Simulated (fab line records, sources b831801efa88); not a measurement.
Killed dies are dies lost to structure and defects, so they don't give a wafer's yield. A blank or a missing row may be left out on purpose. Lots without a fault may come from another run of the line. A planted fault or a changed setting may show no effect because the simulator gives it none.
fab line records | flow sky130
record lots=5 wafers=15 last_day=50
route steps=708 shown VIA4@650 METAL5@661 PAD_OPEN@708
lots that met no fault: from a run of the same line without faults
start_h: hours from the record's first day to the start of the lot's first wafer shown | wait_h: hours since the lot's step before | " the same as in the row above | L1.1+2: a row that stands for several wafers | - no value, or no start given | * or withheld: withheld | < > ~ a bound
route shown NAME@n: a module of which the file shows steps, and the number in the route of the first | usual: mean/standard deviation of fault-free wafers | same: alike in all rows | chamber/n: place in a boat | sites: the reading at each site | _std_site: their standard deviation | _edge_site: outer sites' mean less inner sites' | radius_mm: how far each site lies from the wafer's centre | mask NAME#n: copy n | behind: the tool/chamber that last shaped the wafer | hold: why the lot was held/for how many hours/how that ended | device: the transistor (n, p or np) that didn't switch | end of line: the same wafers' tests at the end of the route | a step without rows: its recipe alone | killed: dies lost to structure and defects at the first sort, not the wafer's yield | map: a wafer's dies, x killed, . not, _ none there
set.NAME: the setting as run; set.NAME@STEP: as run at that earlier step | model.NAME: the simulator's own value behind a step, which no gauge read
lots at some steps of the route; a table a step, a row a wafer
services: from which hour (start_h, from the record's first day; less than 0 if before it) a tool's chamber was out of use, for how many hours, and why
## steps
# step SKY_VIA4_OVL_MEAS_11
# usual VIA4_OVL=-1.4/1.2
# columns lot.wafer tool chamber start_h wait_h VIA4_OVL[nm]
L217.1 overlay-02 - 1036.65 0.1 -1.5
L217.2 " - " " -1.4
L217.4 " - " " -1.6
L224.2 overlay-01 - 1083.86 0.1 -2.3
L224.3 " - " " 0.7
L224.5 " - " " -1.8
L225.2 overlay-02 - 1088.54 0.1 -1.2
L225.3 " - " " -0.6
L225.6 " - " " -1.8
L228.1 overlay-01 - 1097.00 0.1 -1.3
L228.3 " - " " -1.0
L228.4 " - " " -0.4
L234.1 overlay-01 - 1134.53 0.1 0.6
L234.2 " - " " -0.5
L234.3 " - " " -1.2
# step SKY_VIA4_ETCH_12
# recipe target=SiO2 chemistry=C4F8/O2/Ar stop_on=TiN mask_material=NOVOLAK source_w=1500 bias_w=1200 pressure_mtorr=40 c4f8_flow_sccm=withheld O2_flow_sccm=6 Ar_flow_sccm=300 time_s=withheld target_depth_a=5800
# usual oes_product_au=0.926/0.005
# columns lot.wafer tool chamber start_h wait_h oes_product_au
L217.1 rie_diel-01 0 1036.68 0.0 0.921
L217.2 " 2 " " 0.920
L217.4 " 1 " " 0.924
L224.2 rie_diel-04 2 1083.89 0.0 0.926
L224.3 " 0 " " 0.929
L224.5 " 0 " " 0.924
L225.2 rie_diel-01 2 1088.57 0.0 0.932
L225.3 " 0 " " 0.922
L225.6 " 2 " " 0.922
L228.1 rie_diel-02 1 1097.03 0.0 0.916
L228.3 " 2 " " 0.926
L228.4 " 3 " " 0.923
L234.1 rie_diel-04 1 1134.57 0.0 0.931
L234.2 " 3 " " 0.928
L234.3 " 2 " " 0.926
# step SKY_VIA4_STRIP_13
# recipe chemistry=O2/N2 power_w=1400 pressure_mtorr=1500 platen_temp_c=withheld o2_flow_sccm=3000 n2_flow_sccm=300 overash_fraction=0.5
# step SKY_VIA4_STRIP_14
# recipe chemistry=post_etch_residue_remover time_s=1200 temp_c=72.5
# step SKY_VIA4_CLEAN_15
# recipe chemistry=IPA time_s=180 temp_c=25
# step SKY_VIA4_CLEAN_16
# recipe chemistry=O3/DIW dry=n2_spin
# step SKY_VIA4_SPUTTER_17
# recipe material=TiN target_thk_nm=20 chamber_pressure_pa=5 power_w=4000 time_s=80
# usual cathode_dc_power_W=4000.0/0.68 throttle_valve_pct=30.3/0.7
# columns lot.wafer tool chamber start_h wait_h cathode_dc_power_W throttle_valve_pct
L217.1 pvd_sputter-04 - 1037.46 0.0 3999.4 31.3
L217.2 " - " " 3998.6 30.0
L217.4 " - " " 3999.3 29.1
L224.2 pvd_sputter-01 - 1084.58 0.0 3999.6 31.8
L224.3 " - " " 4000.1 30.1
L224.5 " - " " 4000.6 31.6
L225.2 pvd_sputter-03 - 1089.23 0.0 4000.2 30.5
L225.3 " - " " 4000.5 29.9
L225.6 " - " " 4000.2 29.7
L228.1 pvd_sputter-03 - 1097.70 0.0 3999.9 30.7
L228.3 " - " " 3999.4 30.6
L228.4 " - " " 3999.6 29.4
L234.1 pvd_sputter-01 - 1135.24 0.0 4000.8 29.9
L234.2 " - " " 4001.0 31.5
L234.3 " - " " 4000.6 29.6
# step SKY_VIA4_CVD_18
# recipe material=W target_thk_nm=505 time_s=152.14 temp_c=400 pressure_torr=40
# usual heater_power_w=759/79
# columns lot.wafer tool chamber start_h wait_h heater_power_w
L217.1 cvd_w-02 0 1037.52 0.0 688
L217.2 " 1 " " 779
L217.4 " 1 " " 820
L224.2 cvd_w-02 0 1084.64 0.0 673
L224.3 " 0 " " 683
L224.5 " 0 " " 677
L225.2 cvd_w-02 0 1089.29 0.0 702
L225.3 " 1 " " 777
L225.6 " 0 " " 710
L228.1 cvd_w-01 1 1097.76 0.0 700
L228.3 " 1 " " 701
L228.4 " 0 " " 861
L234.1 cvd_w-01 0 1135.30 0.0 876
L234.2 " 1 " " 701
L234.3 " 0 " " 860
# step SKY_VIA4_RS_MEAS_19
# recipe thk_meas_gauge=four-point-probe reads=W_of_VIA4_CVD_18+TiN_of_VIA4_SPUTTER_17
# usual VIA4_W_RS=0.2274/0.0024
# columns lot.wafer tool chamber start_h wait_h VIA4_W_RS[ohm/sq]
L217.1 film_metro-01 - 1037.67 0.1 0.2294
L217.2 " - " " 0.2284
L217.4 " - " " 0.2296
L224.2 film_metro-02 - 1084.82 0.1 0.2305
L224.3 " - " " 0.2265
L224.5 " - " " 0.2291
L225.2 film_metro-02 - 1089.46 0.1 0.2270
L225.3 " - " " 0.2273
L225.6 " - " " 0.2297
L228.1 film_metro-01 - 1097.91 0.1 0.2259
L228.3 " - " " 0.2263
L228.4 " - " " 0.2259
L234.1 film_metro-01 - 1135.45 0.1 0.2287
L234.2 " - " " 0.2253
L234.3 " - " " 0.2255
# step SKY_VIA4_THK_MEAS_20
# recipe thk_meas_gauge=xrf reads=W_of_VIA4_CVD_18
# usual VIA4_W_THK=501/6
# columns lot.wafer tool chamber start_h wait_h VIA4_W_THK[nm]
L217.1 film_metro-01 - 1037.79 0.1 499
L217.2 " - " " 502
L217.4 " - " " 500
L224.2 film_metro-02 - 1084.93 0.1 494
L224.3 " - " " 503
L224.5 " - " " 498
L225.2 film_metro-02 - 1089.57 0.1 503
L225.3 " - " " 501
L225.6 " - " " 500
L228.1 film_metro-01 - 1098.03 0.1 505
L228.3 " - " " 505
L228.4 " - " " 507
L234.1 film_metro-01 - 1135.57 0.1 497
L234.2 " - " " 506
L234.3 " - " " 501
# step SKY_VIA4_CMP_21
# recipe stop_on=SiO2 t_overpolish_s=25 down_force_psi=3.5 platen_rpm=60 target_thk_nm=0 pad_velocity_m_s=0.94248
# usual edge_zone_pressure_frac=1.000/0.0043 motor_current_A=11.5/1.3 overpolish_run_s=25.000/0.0086 time_to_endpoint_s=119/4
# columns lot.wafer tool chamber start_h wait_h edge_zone_pressure_frac motor_current_A overpolish_run_s time_to_endpoint_s
L217.1 cmp-01 3 1037.90 0.1 0.999 10.7 24.996 123
L217.4 " 0 " " 0.995 13.0 24.995 118
L217.2 " 1 " " 1.002 8.6 25.000 121
L224.3 cmp-02 1 1085.22 0.3 1.003 12.1 25.000 115
L224.2 " 0 " " 0.997 11.1 25.001 120
L224.5 " 1 " " 0.999 12.2 25.001 113
L225.3 cmp-02 3 1089.90 0.3 0.994 12.5 24.994 116
L225.2 " 0 " " 0.993 11.2 25.003 112
L225.6 " 1 " " 1.003 12.0 25.006 112
L228.1 cmp-02 3 1098.09 0.1 1.001 12.6 25.004 120
L228.4 " 1 " " 1.002 11.4 25.003 115
L228.3 " 2 " " 1.001 12.6 25.003 116
L234.1 cmp-01 2 1135.92 0.3 1.004 12.7 25.002 114
L234.3 " 3 " " 0.995 10.8 25.003 121
L234.2 " 1 " " 1.002 8.5 24.996 122
# step SKY_METAL5_SPUTTER_00
# recipe material=Ti target_thk_nm=15 power_w=3000 time_s=10 chamber_pressure_pa=0.4
# usual cathode_dc_power_W=3000.0/0.56 throttle_valve_pct=30.2/0.57
# columns lot.wafer tool chamber start_h wait_h cathode_dc_power_W throttle_valve_pct
L217.1 pvd_sputter-03 - 1038.15 0.2 3000.6 30.3
L217.2 " - " " 3000.5 30.0
L217.4 " - " " 2999.9 29.6
L224.2 pvd_sputter-01 - 1085.52 0.1 3000.5 29.5
L224.3 " - " " 2998.9 31.5
L224.5 " - " " 2999.6 30.1
L225.2 pvd_sputter-02 - 1090.10 0.1 3000.1 30.5
L225.3 " - " " 3000.9 30.0
L225.6 " - " " 3000.4 29.4
L228.1 pvd_sputter-02 - 1098.39 0.2 2999.8 30.8
L228.3 " - " " 2999.1 29.8
L228.4 " - " " 3000.0 30.2
L234.1 pvd_sputter-01 - 1136.22 0.2 3000.3 31.6
L234.2 " - " " 2999.4 29.8
L234.3 " - " " 2998.9 30.0
# step SKY_METAL5_SPUTTER_01
# recipe material=TiN target_thk_nm=20 power_w=6500 time_s=16.7 chamber_pressure_pa=0.4
# usual cathode_dc_power_W=6499.9/1.2 throttle_valve_pct=30.2/0.56
# columns lot.wafer tool chamber start_h wait_h cathode_dc_power_W throttle_valve_pct model.TiN_of_METAL5_SPUTTER_01.thk_nm
L217.1 pvd_sputter-03 - 1038.17 0.0 6500.5 30.7 19.89
L217.2 " - " " 6500.2 30.0 19.99
L217.4 " - " " 6499.1 29.6 20.32
L224.2 pvd_sputter-01 - 1085.55 0.0 6499.4 29.8 19.8
L224.3 " - " " 6499.6 31.3 27.94
L224.5 " - " " 6499.4 30.1 27.98
L225.2 pvd_sputter-02 - 1090.12 0.0 6499.0 30.5 20.15
L225.3 " - " " 6499.7 29.5 19.71
L225.6 " - " " 6499.3 29.7 19.67
L228.1 pvd_sputter-02 - 1098.41 0.0 6500.7 30.5 20.01
L228.3 " - " " 6499.9 29.8 19.39
L228.4 " - " " 6499.1 30.1 19.89
L234.1 pvd_sputter-01 - 1136.24 0.0 6501.3 31.9 20.16
L234.2 " - " " 6500.1 29.6 20.14
L234.3 " - " " 6501.0 29.9 20.18
# step SKY_METAL5_SPUTTER_02
# recipe material=AlCu target_thk_nm=1150 power_w=10600 time_s=61.2 chamber_pressure_pa=0.4
# step SKY_PAD_OPEN_PROBE_99
# usual defect_limited_yield=82.8/2.1 killed_at_M0_to_M3=43/7.7 killed_at_M4_up=3.1/1.7 killed_at_contacts=23/4.8 killed_at_front_end=15/4.5 killed_at_other=0.3/0.58 killed_dies=85/10 killed_open=46/7.5 killed_short=38/6.5 sort_bin_3_pad_short=0.8/0.38 sort_bin_5_function=10.3/1.7 sort_bin_6_memory=6.1/1.1 sort_n_pass=407/10 sort_yield_pct=82.8/2.1
# same gross_dies=492 killed_at_back_side=0 sort_bin_4_leakage[%]=0 sort_bin_8_speed[%]=0
# columns lot.wafer tool chamber start_h wait_h defect_limited_yield[%] killed_at_M0_to_M3 killed_at_M4_up killed_at_contacts killed_at_front_end killed_at_other killed_dies killed_open killed_short sort_bin_3_pad_short[%] sort_bin_5_function[%] sort_bin_6_memory[%] sort_n_pass sort_yield_pct[%]
L228.1 prober-01 - 1159.63 0.1 81.7 46 1 21 22 0 90 51 39 0.8 8.9 8.5 402 81.7
L228.3 prober-01 - 1159.73 0.2 82.5 41 8 16 20 1 86 51 35 1.0 10.2 6.3 406 82.5
L228.4 prober-01 - 1159.78 0.2 85.4 31 3 23 15 0 72 42 30 1.0 8.3 5.3 420 85.4
# killed by level:class
L228.1 VIA1:geometric_particle:open=18 CONTACT:geometric_particle:open=7 VIA1:geometric_particle:short=7 FIELD_ISO:geometric_particle:open=6 POLY_GATE:geometric_particle:short=6 LI_CONTACT:geometric_particle:open=6 METAL2:geometric_particle:short=5 LOCAL_INTERCONNECT:geometric_particle:short=4
L228.3 VIA2:geometric_particle:open=9 VIA1:geometric_particle:open=8 VIA1:geometric_particle:short=8 LI_CONTACT:geometric_particle:open=8 METAL4:geometric_particle:short=6 FIELD_ISO:geometric_particle:short=5 FIELD_ISO:geometric_particle:open=5 VIA3:geometric_particle:open=5
L228.4 LI_CONTACT:geometric_particle:open=10 CONTACT:geometric_particle:open=7 VIA3:geometric_particle:open=6 VIA1:geometric_particle:open=5 POLY_GATE:geometric_particle:open=4 METAL1:geometric_particle:short=4 VIA1:geometric_particle:short=4 METAL2:geometric_particle:short=4
## services
# columns tool chamber start_h hours kind
cmp-02 - 1025.75 2.5 repair
rie_diel-01 0 1047.13 11.6 repair
cmp-02 - 1063.35 1.0 repair
rie_diel-04 1 1075.58 9.9 repair
rie_diel-02 0 1078.39 1.9 repair
pvd_sputter-04 - 1081.88 2.4 repair
cmp-01 - 1084.26 4.0 pm
pvd_sputter-04 - 1086.63 4.4 repair
cmp-01 - 1088.26 - consumable_replace:conditioner
cmp-01 - 1088.26 - consumable_replace:pad
cvd_w-01 - 1109.06 2.1 repair
rie_diel-02 0 1111.34 10.0 repair
cmp-01 - 1119.95 0.5 repair
cvd_w-02 1 1120.68 7.9 repair
rie_diel-02 3 1134.14 4.6 repair
## key
first_sign none at tools or gauges
model_effect step=SKY_METAL5_SPUTTER_01 value=TiN_of_METAL5_SPUTTER_01.thk_nm without=19.9 struck=27.96
met_at SKY_METAL5_SPUTTER_01
struck_wafers L224.3,L224.5
fault kind=process_parameter_drift tool=pvd_sputter-01 chamber=- onset_h=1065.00 steps=SKY_METAL5_SPUTTER_01 channel=target_thk_nm offset=8.0643 shape=step end_h=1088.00 scope=struck_wafers_only acts_in=these_recipes_only stated=20
